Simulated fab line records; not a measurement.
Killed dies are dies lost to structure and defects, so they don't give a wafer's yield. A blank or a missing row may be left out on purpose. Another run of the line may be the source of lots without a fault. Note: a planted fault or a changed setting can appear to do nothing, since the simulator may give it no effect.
fab line records / flow sky130
[record] lots = 5 wafers = 15 lastDay = 49
route steps=708 shown PAD_OPEN@700
lots that met no fault: taken from a fault-free run of the same line
startH: hours from the record's opening day to when the first of the lot's shown wafers began / waitH: how many hours have passed since the lot's step before this one / " repeats the value in the row above / L1.1+2: several wafers, shown together as one row / - either no value or no given start / * or withheld: withheld / < > ~ a bound
route shown NAME@n: a module of which the file shows steps, and the number in the route of the first / usual: mean/standard deviation of fault-free wafers / same: alike in all rows / chamber/n: place in a boat / sites: per-site readings / _std_site: standard deviation of those values / _edge_site: outer sites' mean less inner sites' / radiusMm: for every site, how far away it sits from the centre of the wafer / mask NAME#n: copy n / behind: tool/chamber where the wafer was last shaped / hold: the reason the lot was held/the length of the hold in hours/how it ended / device: which transistor (n, p or np) failed to switch / end of line: the same wafers' tests at the end of the route / a step without rows: its recipe alone / killed: count of dies lost to structure and defects at first sort (not the wafer's yield) / map: dies across one wafer; x = killed, . = not, _ = none there
set.NAME: setting as actually run; set.NAME@STEP: the setting as run at that earlier step / model.NAME: the simulator's own value behind a step, which no gauge read
lots seen at some steps along the route; tables by step, rows by wafer
services: from which hour (startH, from the record's first day; less than 0 if before it) a tool's chamber was out of use, for how many hours, and why
[[steps]]
[step SKY_PAD_OPEN_DEVELOP_06]
[recipe] developTimeS = 60 devTempC = 23
[same] developTimeS = 60
lot.wafer=L079.3+4+5 tool=lithoTrack-02 chamber=0 startH=- waitH=-
lot.wafer=L080.1+2+6 tool=lithoTrack-04 chamber=0 startH=- waitH=-
lot.wafer=L088.1+5+6 tool=lithoTrack-02 chamber=0 startH=- waitH=-
lot.wafer=L089.2+5+6 tool=lithoTrack-01 chamber=0 startH=- waitH=-
lot.wafer=L092.2+4+5 tool=lithoTrack-04 chamber=0 startH=- waitH=-
[step SKY_PAD_OPEN_ETCH_07]
[recipe] chemistry = CF4/O2 targetDepthNm = 725 stopOn = AlCu sourceW = 800 biasW = 150 pressureMtorr = 150 cf4FlowSccm = 80 O2_flow_sccm = 10 timeS = 161.1
[usual] drypumpMotorCurrentA = 5.6/0.37 oesProductAu = 0.978/0.0072 throttleValvePct = 5.965/0.0084
lot.wafer=L079.3 tool=rieDiel-02 chamber=3 startH=1105.03 waitH=- drypumpMotorCurrentA=5.3 oesProductAu=0.956 rfHoursCounterH=9 throttleValvePct=5.959
lot.wafer=L079.4 tool=rieDiel-02 chamber=2 startH=1105.03 waitH=- drypumpMotorCurrentA=6.2 oesProductAu=0.988 rfHoursCounterH=11 throttleValvePct=5.967
lot.wafer=L079.5 tool=rieDiel-02 chamber=1 startH=1105.03 waitH=- drypumpMotorCurrentA=5.8 oesProductAu=0.981 rfHoursCounterH=- throttleValvePct=5.960
lot.wafer=L080.1 tool=rieDiel-04 chamber=1 startH=1115.39 waitH=- drypumpMotorCurrentA=6.2 oesProductAu=0.971 rfHoursCounterH=15 throttleValvePct=5.965
lot.wafer=L080.2 tool=rieDiel-04 chamber=3 startH=1115.39 waitH=- drypumpMotorCurrentA=5.1 oesProductAu=0.967 rfHoursCounterH=29 throttleValvePct=5.980
lot.wafer=L080.6 tool=rieDiel-04 chamber=2 startH=1115.39 waitH=- drypumpMotorCurrentA=5.2 oesProductAu=0.979 rfHoursCounterH=- throttleValvePct=5.972
lot.wafer=L088.1 tool=rieDiel-02 chamber=0 startH=1154.53 waitH=- drypumpMotorCurrentA=5.7 oesProductAu=0.980 rfHoursCounterH=10 throttleValvePct=5.967
lot.wafer=L088.5 tool=rieDiel-02 chamber=2 startH=1154.53 waitH=- drypumpMotorCurrentA=6.2 oesProductAu=0.989 rfHoursCounterH=- throttleValvePct=5.969
lot.wafer=L088.6 tool=rieDiel-02 chamber=3 startH=1154.53 waitH=- drypumpMotorCurrentA=5.4 oesProductAu=0.974 rfHoursCounterH=- throttleValvePct=5.958
lot.wafer=L089.2 tool=rieDiel-02 chamber=3 startH=1157.88 waitH=- drypumpMotorCurrentA=5.4 oesProductAu=0.963 rfHoursCounterH=11 throttleValvePct=5.959
lot.wafer=L089.5 tool=rieDiel-02 chamber=1 startH=1157.88 waitH=- drypumpMotorCurrentA=5.8 oesProductAu=0.982 rfHoursCounterH=- throttleValvePct=5.979
lot.wafer=L089.6 tool=rieDiel-02 chamber=2 startH=1157.88 waitH=- drypumpMotorCurrentA=6.2 oesProductAu=0.975 rfHoursCounterH=- throttleValvePct=5.969
lot.wafer=L092.2 tool=rieDiel-01 chamber=0 startH=1175.94 waitH=- drypumpMotorCurrentA=5.0 oesProductAu=0.968 rfHoursCounterH=26 throttleValvePct=5.957
lot.wafer=L092.4 tool=rieDiel-01 chamber=1 startH=1175.94 waitH=- drypumpMotorCurrentA=5.5 oesProductAu=0.981 rfHoursCounterH=25 throttleValvePct=5.955
lot.wafer=L092.5 tool=rieDiel-01 chamber=0 startH=1175.94 waitH=- drypumpMotorCurrentA=5.0 oesProductAu=0.986 rfHoursCounterH=- throttleValvePct=5.958
[step SKY_PAD_OPEN_STRIP_08]
[recipe] chemistry = O2/N2 powerW = 1400 pressureMtorr = 1500 platenTempC = withheld overashFraction = 0.7 o2FlowSccm = 3000 n2FlowSccm = 300
[usual] drypumpMotorCurrentA = 5.8/0.59 oesProductAu = 0.664/0.0047 stripTimeToEndpointS = 37.01/0.11
lot.wafer=L079.3 tool=plasmaAsher-04 chamber=0 startH=1105.17 waitH=0.1 drypumpMotorCurrentA=6.8 oesProductAu=0.659 rfHoursCounterH=- stripTimeToEndpointS=37.01
lot.wafer=L079.4 tool=plasmaAsher-04 chamber=1 startH=1105.17 waitH=0.1 drypumpMotorCurrentA=5.3 oesProductAu=0.663 rfHoursCounterH=- stripTimeToEndpointS=36.98
lot.wafer=L079.5 tool=plasmaAsher-04 chamber=0 startH=1105.17 waitH=0.1 drypumpMotorCurrentA=6.8 oesProductAu=0.665 rfHoursCounterH=- stripTimeToEndpointS=36.96
lot.wafer=L080.1 tool=plasmaAsher-04 chamber=0 startH=1115.49 waitH=0.1 drypumpMotorCurrentA=6.8 oesProductAu=0.665 rfHoursCounterH=5 stripTimeToEndpointS=36.93
lot.wafer=L080.2 tool=plasmaAsher-04 chamber=1 startH=1115.49 waitH=0.1 drypumpMotorCurrentA=5.3 oesProductAu=0.658 rfHoursCounterH=5 stripTimeToEndpointS=36.97
lot.wafer=L080.6 tool=plasmaAsher-04 chamber=1 startH=1115.49 waitH=0.1 drypumpMotorCurrentA=5.3 oesProductAu=0.661 rfHoursCounterH=- stripTimeToEndpointS=36.85
lot.wafer=L088.1 tool=plasmaAsher-01 chamber=1 startH=1154.64 waitH=0.1 drypumpMotorCurrentA=5.5 oesProductAu=0.666 rfHoursCounterH=69 stripTimeToEndpointS=36.83
lot.wafer=L088.5 tool=plasmaAsher-01 chamber=0 startH=1154.64 waitH=0.1 drypumpMotorCurrentA=5.2 oesProductAu=0.668 rfHoursCounterH=- stripTimeToEndpointS=37.04
lot.wafer=L088.6 tool=plasmaAsher-01 chamber=1 startH=1154.64 waitH=0.1 drypumpMotorCurrentA=5.5 oesProductAu=0.654 rfHoursCounterH=- stripTimeToEndpointS=36.94
lot.wafer=L089.2 tool=plasmaAsher-01 chamber=0 startH=1157.98 waitH=0.1 drypumpMotorCurrentA=5.2 oesProductAu=0.666 rfHoursCounterH=69 stripTimeToEndpointS=37.09
lot.wafer=L089.5 tool=plasmaAsher-01 chamber=1 startH=1157.98 waitH=0.1 drypumpMotorCurrentA=5.5 oesProductAu=0.664 rfHoursCounterH=- stripTimeToEndpointS=37.04
lot.wafer=L089.6 tool=plasmaAsher-01 chamber=0 startH=1157.98 waitH=0.1 drypumpMotorCurrentA=5.2 oesProductAu=0.664 rfHoursCounterH=- stripTimeToEndpointS=37.06
lot.wafer=L092.2 tool=plasmaAsher-01 chamber=0 startH=1176.04 waitH=0.1 drypumpMotorCurrentA=5.2 oesProductAu=0.658 rfHoursCounterH=71 stripTimeToEndpointS=36.90
lot.wafer=L092.4 tool=plasmaAsher-01 chamber=0 startH=1176.04 waitH=0.1 drypumpMotorCurrentA=5.2 oesProductAu=0.661 rfHoursCounterH=- stripTimeToEndpointS=36.89
lot.wafer=L092.5 tool=plasmaAsher-01 chamber=1 startH=1176.04 waitH=0.1 drypumpMotorCurrentA=5.5 oesProductAu=0.667 rfHoursCounterH=- stripTimeToEndpointS=36.85
[step SKY_PAD_OPEN_STRIP_09]
[recipe] chemistry = postEtchResidueRemover timeS = 1200 tempC = 72.5
[usual] tempC = 72.47/0.12
lot.wafer=L079.3 tool=wetBench-01 chamber=0 startH=1105.24 waitH=0.0 tempC=72.47
lot.wafer=L079.4 tool=wetBench-01 chamber=0 startH=1105.24 waitH=0.0 tempC=72.55
lot.wafer=L079.5 tool=wetBench-01 chamber=0 startH=1105.24 waitH=0.0 tempC=72.68
lot.wafer=L080.1 tool=wetBench-03 chamber=2 startH=1115.59 waitH=0.1 tempC=72.51
lot.wafer=L080.2 tool=wetBench-03 chamber=2 startH=1115.59 waitH=0.1 tempC=72.25
lot.wafer=L080.6 tool=wetBench-03 chamber=2 startH=1115.59 waitH=0.1 tempC=72.29
lot.wafer=L088.1 tool=wetBench-04 chamber=0 startH=1154.80 waitH=0.1 tempC=72.39
lot.wafer=L088.5 tool=wetBench-04 chamber=0 startH=1154.80 waitH=0.1 tempC=72.38
lot.wafer=L088.6 tool=wetBench-04 chamber=0 startH=1154.80 waitH=0.1 tempC=72.49
lot.wafer=L089.2 tool=wetBench-01 chamber=2 startH=1158.08 waitH=0.1 tempC=72.59
lot.wafer=L089.5 tool=wetBench-01 chamber=2 startH=1158.08 waitH=0.1 tempC=72.51
lot.wafer=L089.6 tool=wetBench-01 chamber=2 startH=1158.08 waitH=0.1 tempC=72.50
lot.wafer=L092.2 tool=wetBench-03 chamber=2 startH=1176.14 waitH=0.1 tempC=72.65
lot.wafer=L092.4 tool=wetBench-03 chamber=2 startH=1176.14 waitH=0.1 tempC=72.60
lot.wafer=L092.5 tool=wetBench-03 chamber=2 startH=1176.14 waitH=0.1 tempC=72.70
[step SKY_PAD_OPEN_CLEAN_10]
[recipe] chemistry = IPA timeS = 180 tempC = 25
[usual] tempC = 25.01/0.11
lot.wafer=L079.3 tool=wetBench-04 chamber=2 startH=1105.61 waitH=0.0 tempC=25.14
lot.wafer=L079.4 tool=wetBench-04 chamber=2 startH=1105.61 waitH=0.0 tempC=24.74
lot.wafer=L079.5 tool=wetBench-04 chamber=2 startH=1105.61 waitH=0.0 tempC=25.04
lot.wafer=L080.1 tool=wetBench-04 chamber=2 startH=1115.97 waitH=0.0 tempC=24.98
lot.wafer=L080.2 tool=wetBench-04 chamber=2 startH=1115.97 waitH=0.0 tempC=24.99
lot.wafer=L080.6 tool=wetBench-04 chamber=2 startH=1115.97 waitH=0.0 tempC=25.00
lot.wafer=L088.1 tool=wetBench-03 chamber=2 startH=1155.14 waitH=0.0 tempC=25.04
lot.wafer=L088.5 tool=wetBench-03 chamber=2 startH=1155.14 waitH=0.0 tempC=25.12
lot.wafer=L088.6 tool=wetBench-03 chamber=2 startH=1155.14 waitH=0.0 tempC=25.07
lot.wafer=L089.2 tool=wetBench-04 chamber=2 startH=1158.42 waitH=0.0 tempC=25.16
lot.wafer=L089.5 tool=wetBench-04 chamber=2 startH=1158.42 waitH=0.0 tempC=25.04
lot.wafer=L089.6 tool=wetBench-04 chamber=2 startH=1158.42 waitH=0.0 tempC=25.15
lot.wafer=L092.2 tool=wetBench-01 chamber=0 startH=1176.52 waitH=0.0 tempC=24.95
lot.wafer=L092.4 tool=wetBench-01 chamber=0 startH=1176.52 waitH=0.0 tempC=24.93
lot.wafer=L092.5 tool=wetBench-01 chamber=0 startH=1176.52 waitH=0.0 tempC=24.99
[step SKY_PAD_OPEN_CLEAN_11]
[recipe] chemistry = O3/DIW dry = n2Spin
lot.wafer=L079.3+4+5 tool=wetBench-03 chamber=1 startH=1105.67 waitH=0.0
lot.wafer=L080.1+2+6 tool=wetBench-03 chamber=3 startH=1116.02 waitH=0.0
lot.wafer=L088.1+5+6 tool=wetBench-01 chamber=3 startH=1155.20 waitH=0.0
lot.wafer=L089.2+5+6 tool=wetBench-03 chamber=2 startH=1158.48 waitH=0.0
lot.wafer=L092.2+4+5 tool=wetBench-03 chamber=0 startH=1176.57 waitH=0.0
[step SKY_PAD_OPEN_ANNEAL_12]
[recipe] tempC = 400 timeS = withheld ambient = N2/H2 idleTempC = 300 rampUpCPerMin = 8 rampDownCPerMin = 4
[usual] rampUpCPerMin = 8.0002/0.0015 tube_center_temp_C_max = 401.01/0.19
lot.wafer=L079.3 tool=furnace-01 chamber=0 startH=1105.77 waitH=0.0 rampUpCPerMin=8.0018 tube_center_temp_C_max=401.03
lot.wafer=L079.4 tool=furnace-01 chamber=0 startH=1105.77 waitH=0.0 rampUpCPerMin=7.9999 tube_center_temp_C_max=401.10
lot.wafer=L079.5 tool=furnace-01 chamber=0 startH=1105.77 waitH=0.0 rampUpCPerMin=8.0007 tube_center_temp_C_max=400.72
lot.wafer=L080.1 tool=furnace-02 chamber=0 startH=1116.12 waitH=0.0 rampUpCPerMin=8.0035 tube_center_temp_C_max=401.16
lot.wafer=L080.2 tool=furnace-02 chamber=0 startH=1116.12 waitH=0.0 rampUpCPerMin=8.0006 tube_center_temp_C_max=400.75
lot.wafer=L080.6 tool=furnace-02 chamber=0 startH=1116.12 waitH=0.0 rampUpCPerMin=8.0020 tube_center_temp_C_max=401.00
lot.wafer=L088.1 tool=furnace-02 chamber=0 startH=1155.29 waitH=0.0 rampUpCPerMin=8.0020 tube_center_temp_C_max=400.91
lot.wafer=L088.5 tool=furnace-02 chamber=0 startH=1155.29 waitH=0.0 rampUpCPerMin=8.0001 tube_center_temp_C_max=400.99
lot.wafer=L088.6 tool=furnace-02 chamber=0 startH=1155.29 waitH=0.0 rampUpCPerMin=7.9991 tube_center_temp_C_max=401.30
lot.wafer=L089.2 tool=furnace-01 chamber=0 startH=1158.57 waitH=0.0 rampUpCPerMin=8.0002 tube_center_temp_C_max=401.01
lot.wafer=L089.5 tool=furnace-01 chamber=0 startH=1158.57 waitH=0.0 rampUpCPerMin=8.0001 tube_center_temp_C_max=401.14
lot.wafer=L089.6 tool=furnace-01 chamber=0 startH=1158.57 waitH=0.0 rampUpCPerMin=7.9989 tube_center_temp_C_max=400.85
lot.wafer=L092.2 tool=furnace-02 chamber=0 startH=1176.67 waitH=0.0 rampUpCPerMin=8.0003 tube_center_temp_C_max=400.88
lot.wafer=L092.4 tool=furnace-02 chamber=0 startH=1176.67 waitH=0.0 rampUpCPerMin=8.0020 tube_center_temp_C_max=400.84
lot.wafer=L092.5 tool=furnace-02 chamber=0 startH=1176.67 waitH=0.0 rampUpCPerMin=8.0014 tube_center_temp_C_max=401.16
[step SKY_PAD_OPEN_BOW_MEAS_13]
[recipe] mode = bow
[usual] PAD_OPEN_BOW = 47/7.7
lot.wafer=L079.3 tool=filmMetro-02 chamber=- startH=1107.31 waitH=- PAD_OPEN_BOW[um]=57
lot.wafer=L079.4 tool=filmMetro-02 chamber=- startH=1107.31 waitH=- PAD_OPEN_BOW[um]=56
lot.wafer=L079.5 tool=filmMetro-02 chamber=- startH=1107.31 waitH=- PAD_OPEN_BOW[um]=54
lot.wafer=L080.1 tool=filmMetro-04 chamber=- startH=1117.62 waitH=- PAD_OPEN_BOW[um]=48
lot.wafer=L080.2 tool=filmMetro-04 chamber=- startH=1117.62 waitH=- PAD_OPEN_BOW[um]=46
lot.wafer=L080.6 tool=filmMetro-04 chamber=- startH=1117.62 waitH=- PAD_OPEN_BOW[um]=37
lot.wafer=L088.1 tool=filmMetro-04 chamber=- startH=1156.79 waitH=- PAD_OPEN_BOW[um]=42
lot.wafer=L088.5 tool=filmMetro-04 chamber=- startH=1156.79 waitH=- PAD_OPEN_BOW[um]=47
lot.wafer=L088.6 tool=filmMetro-04 chamber=- startH=1156.79 waitH=- PAD_OPEN_BOW[um]=51
lot.wafer=L089.2 tool=filmMetro-02 chamber=- startH=1160.09 waitH=- PAD_OPEN_BOW[um]=56
lot.wafer=L089.5 tool=filmMetro-02 chamber=- startH=1160.09 waitH=- PAD_OPEN_BOW[um]=36
lot.wafer=L089.6 tool=filmMetro-02 chamber=- startH=1160.09 waitH=- PAD_OPEN_BOW[um]=39
lot.wafer=L092.2 tool=filmMetro-04 chamber=- startH=1178.19 waitH=- PAD_OPEN_BOW[um]=48
lot.wafer=L092.4 tool=filmMetro-04 chamber=- startH=1178.19 waitH=- PAD_OPEN_BOW[um]=63
lot.wafer=L092.5 tool=filmMetro-04 chamber=- startH=1178.19 waitH=- PAD_OPEN_BOW[um]=55
[[services]]
tool=rieDiel-04 chamber=- startH=1118.59 hours=1.2 kind=repair
tool=wetBench-03 chamber=- startH=1121.81 hours=0.7 kind=repair
tool=furnace-01 chamber=- startH=1125.05 hours=5.5 kind=repair
tool=furnace-02 chamber=- startH=1156.79 hours=3.3 kind=pm
tool=lithoTrack-02 chamber=- startH=1173.73 hours=- kind=consumableReplace:filter
[[key]]
fault none
